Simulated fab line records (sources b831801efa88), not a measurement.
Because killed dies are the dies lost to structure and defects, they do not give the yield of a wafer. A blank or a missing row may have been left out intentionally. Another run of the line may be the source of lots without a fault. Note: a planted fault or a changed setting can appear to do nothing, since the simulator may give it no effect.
Matching of chambers || flow gf180mcu || GF_SAB_WET_ETCH_12 on wetBench-02 has 3 sister chambers
The step etches SiO2 in dHF, target depth 22 nm, time 440 s. 14 wafers are shown with their chamber, then 7 later ones without.

== WAFERS, EACH WITH ITS CHAMBER ==
{"wafer": "L511.1", "chamber": 0, "runLengthS (s)": 464}
{"wafer": "L511.2", "chamber": 0, "runLengthS (s)": 464}
{"wafer": "L511.3", "chamber": 0, "runLengthS (s)": 464}
{"wafer": "L512.1", "chamber": 2, "runLengthS (s)": 468}
{"wafer": "L512.4", "chamber": 2, "runLengthS (s)": 468}
{"wafer": "L512.6", "chamber": 2, "runLengthS (s)": 468}
{"wafer": "L523.1", "chamber": 0, "runLengthS (s)": 471}
{"wafer": "L523.4", "chamber": 0, "runLengthS (s)": 471}
{"wafer": "L523.6", "chamber": 0, "runLengthS (s)": 471}
{"wafer": "L526.2", "chamber": 0, "runLengthS (s)": 464}
{"wafer": "L526.4", "chamber": 0, "runLengthS (s)": 464}
{"wafer": "L526.6", "chamber": 0, "runLengthS (s)": 464}
{"wafer": "L528.4", "chamber": 1, "runLengthS (s)": 468}
{"wafer": "L528.5", "chamber": 1, "runLengthS (s)": 468}

SIGNATURES (averages over the wafers above)
{"reading": "runLengthS", "chamber 0": 466.33, "chamber 1": 468.00, "chamber 2": 468.00, "scatter within a chamber": 2.98}
Rule: for a wafer and a chamber, the distance is found by dividing, reading by reading, the gap between the wafer's reading and the chamber's mean by the reading's scatter, squaring, summing and taking the root. The wafer belongs to the nearest chamber; if the next one is less than 2 further off, it can't be placed. How the scatter is found: for the shown wafers, subtract from each reading the mean of its chamber, square and add these, divide the total by (wafers less chambers), then take the root.

== WAFERS WHOSE CHAMBER IS MISSING ==
{"wafer": "L528.6", "runLengthS (s)": 468}
{"wafer": "L529.1", "runLengthS (s)": 467}
{"wafer": "L529.5", "runLengthS (s)": 467}
{"wafer": "L529.6", "runLengthS (s)": 467}
{"wafer": "L530.1", "runLengthS (s)": 467}
{"wafer": "L530.2", "runLengthS (s)": 467}
{"wafer": "L530.4", "runLengthS (s)": 467}

== WHICH CHAMBER EACH ONE RAN IN ==
{"wafer": "L528.6", "from the rows above": "can't be placed: 1 or 2 or 0", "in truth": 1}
{"wafer": "L529.1", "from the rows above": "can't be placed: 0 or 1 or 2", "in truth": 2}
{"wafer": "L529.5", "from the rows above": "can't be placed: 0 or 1 or 2", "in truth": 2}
{"wafer": "L529.6", "from the rows above": "can't be placed: 0 or 1 or 2", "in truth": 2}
{"wafer": "L530.1", "from the rows above": "can't be placed: 0 or 1 or 2", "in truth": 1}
{"wafer": "L530.2", "from the rows above": "can't be placed: 0 or 1 or 2", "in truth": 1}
{"wafer": "L530.4", "from the rows above": "can't be placed: 0 or 1 or 2", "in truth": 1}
Correctly placed: 0 of 7. Not placeable from these rows: 7 (in 7, the candidates include the true chamber). Placed wrongly: 0.
